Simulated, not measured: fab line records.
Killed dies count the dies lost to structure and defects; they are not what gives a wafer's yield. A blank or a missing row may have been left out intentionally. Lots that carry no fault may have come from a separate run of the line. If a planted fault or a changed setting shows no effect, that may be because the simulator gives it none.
The same fault as seen by 2 desks || flow gf180mcu || what lay behind the numbers comes last; until then each desk has only its own

## AT THE TOOL OWNER'S DESK: cmp-01
The tool's own readings at GF_V4_CMP_04 (polishes SiO2): means of the sampled wafers that have a number, for each lot that ran on this tool. Marked OUT: a lot whose mean sits more than 4 standard deviations from the usual mean, which makes it out of limits; the brackets give that distance.
Columns: A = motor current A at GF_V4_CMP_04, usual 12.3 A; B = time to endpoint s at GF_V4_CMP_04, usual 83 s
{"lot": "L845", "first seen here": "day 23 09:11", "A": 12.3, "B": 83}
{"lot": "L853", "first seen here": "day 27 02:13", "A": 11.6, "B": 82}
{"lot": "L854", "first seen here": "day 27 04:41", "A": 12.9, "B": 86}
{"lot": "L855", "first seen here": "day 27 17:26", "A": 12.6, "B": 87}
{"lot": "L857", "first seen here": "day 28 03:07", "A": 12.2, "B": 85}
{"lot": "L863", "first seen here": "day 29 20:41", "A": 12.1, "B": "26 (-13) OUT"}
{"lot": "L864", "first seen here": "day 29 22:14", "A": 11.2, "B": "29 (-12) OUT"}
This desk's verdict: out of limits on L863, L864, starting with L863 at day 29 20:41 (time to endpoint s at GF_V4_CMP_04). L845, L853, L854, L855, L857: within limits.

## THE METROLOGY DESK
What the gauges read, lot by lot, whatever tool the lot ran on: means of the sampled wafers that have a number. Marked OUT: a lot whose mean sits more than 4 standard deviations from the usual mean, which makes it out of limits; the brackets give that distance.
Columns: A = cd nm at GF_M4_CD_MEAS_14, usual 280.5 nm
{"lot": "L844", "first seen here": "day 23 03:34", "A": 280.4}
{"lot": "L845", "first seen here": "day 23 08:08", "A": 279.3}
{"lot": "L846", "first seen here": "day 23 22:01", "A": 281.5}
{"lot": "L850", "first seen here": "day 25 08:45", "A": 282.6}
{"lot": "L851", "first seen here": "day 25 20:55", "A": 280.9}
{"lot": "L852", "first seen here": "day 26 16:34", "A": 278.2}
{"lot": "L853", "first seen here": "day 27 01:04", "A": 278.5}
{"lot": "L854", "first seen here": "day 27 03:41", "A": 280.5}
{"lot": "L855", "first seen here": "day 27 16:12", "A": 279.3}
{"lot": "L856", "first seen here": "day 27 20:43", "A": 281.1}
{"lot": "L857", "first seen here": "day 28 02:03", "A": 280.2}
{"lot": "L863", "first seen here": "day 29 19:37", "A": 281.3}
{"lot": "L864", "first seen here": "day 29 21:11", "A": 279.1}
{"lot": "L866", "first seen here": "day 30 07:41", "A": 282.4}
Finding of this desk: none of the 14 lots has anything out of limits.

## ALL TOGETHER
The tool owner's desk could have raised an alarm at day 29 20:41, on L863, L864.
From the metrology desk's view, nothing was out of limits.
The metrology desk holds a record of L863, L864, inside its limits.
GF_V4_CMP_04 was run on cmp-01 by each of the lots named.

## WHAT THE SIMULATOR HAD INSERTED
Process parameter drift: cmp-01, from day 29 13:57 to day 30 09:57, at GF_V4_CMP_04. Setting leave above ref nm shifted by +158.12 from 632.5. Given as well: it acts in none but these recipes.
Struck lots among those shown: L863, L864.
Time in hours from fault onset to the first out-of-limits reading at each desk: the tool owner's desk, 7.
